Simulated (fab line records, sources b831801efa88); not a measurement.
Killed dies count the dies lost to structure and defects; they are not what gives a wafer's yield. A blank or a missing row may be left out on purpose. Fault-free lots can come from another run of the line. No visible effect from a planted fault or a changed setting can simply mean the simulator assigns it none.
The tool behind it: which one? / flow gf180mcu / 12 lots, 36 wafers sampled, at 1 step of a route of 602

== WHAT THE GAUGES SHOWED, per wafer ==
GF_CONTACT_THK_MEAS_01.
lot=L075; measured=day 15 09:46; on=filmMetro-02; CONTACT_CVD_00_THK (nm)=299.7 299.9 302.7
lot=L077; measured=day 16 00:44; on=filmMetro-04; CONTACT_CVD_00_THK (nm)=301.5 302.5 301.5
lot=L079; measured=day 16 22:43; on=filmMetro-04; CONTACT_CVD_00_THK (nm)=303.9 304.9 306.6
lot=L081; measured=day 17 12:21; on=filmMetro-04; CONTACT_CVD_00_THK (nm)=300.2 294.8 301.2
lot=L083; measured=day 18 10:44; on=filmMetro-02; CONTACT_CVD_00_THK (nm)=295.9 298.3 296.5
lot=L085; measured=day 19 01:20; on=filmMetro-04; CONTACT_CVD_00_THK (nm)=297.6 300.9 301.3
lot=L087; measured=day 20 05:19; on=filmMetro-04; CONTACT_CVD_00_THK (nm)=299.5 304.7 302.2
lot=L089; measured=day 20 20:19; on=filmMetro-03; CONTACT_CVD_00_THK (nm)=301.6 300.9 300.3
lot=L091; measured=day 21 11:15; on=filmMetro-03; CONTACT_CVD_00_THK (nm)=303.1 301.6 300.5
lot=L093; measured=day 22 11:53; on=filmMetro-03; CONTACT_CVD_00_THK (nm)=298.8 301.8 299.0
lot=L096; measured=day 22 21:02; on=filmMetro-03; CONTACT_CVD_00_THK (nm)=301.2 302.4 300.3
lot=L097; measured=day 23 10:15; on=filmMetro-03; CONTACT_CVD_00_THK (nm)=301.0 302.2 304.5

== EACH LOT AND THE TOOL THAT RAN IT (in order: tool; ch and the chambers of the sampled wafers; start) ==
The record shows no process step preceding these readings.

== THE ANSWER, worked out from the rows above alone ==
Rule: usual is defined by the lots themselves. Put in order of their means at a reading, lots are off if they are a third of the lots or fewer, leave a main group of 4 or more, and stand apart from it by a gap of 3 or more times the standard deviation of the main group's means; of several such gaps the widest counts. Not used: any main group whose means are identical at the precision the tables above print for the reading. Also off: a lot with no number at a reading for which 4 or more lots have one. The other lots that the step has rows for count as sound.
None of the lots is off at any reading shown; this tells nothing.

== WHAT THE SIMULATOR PUT IN ==
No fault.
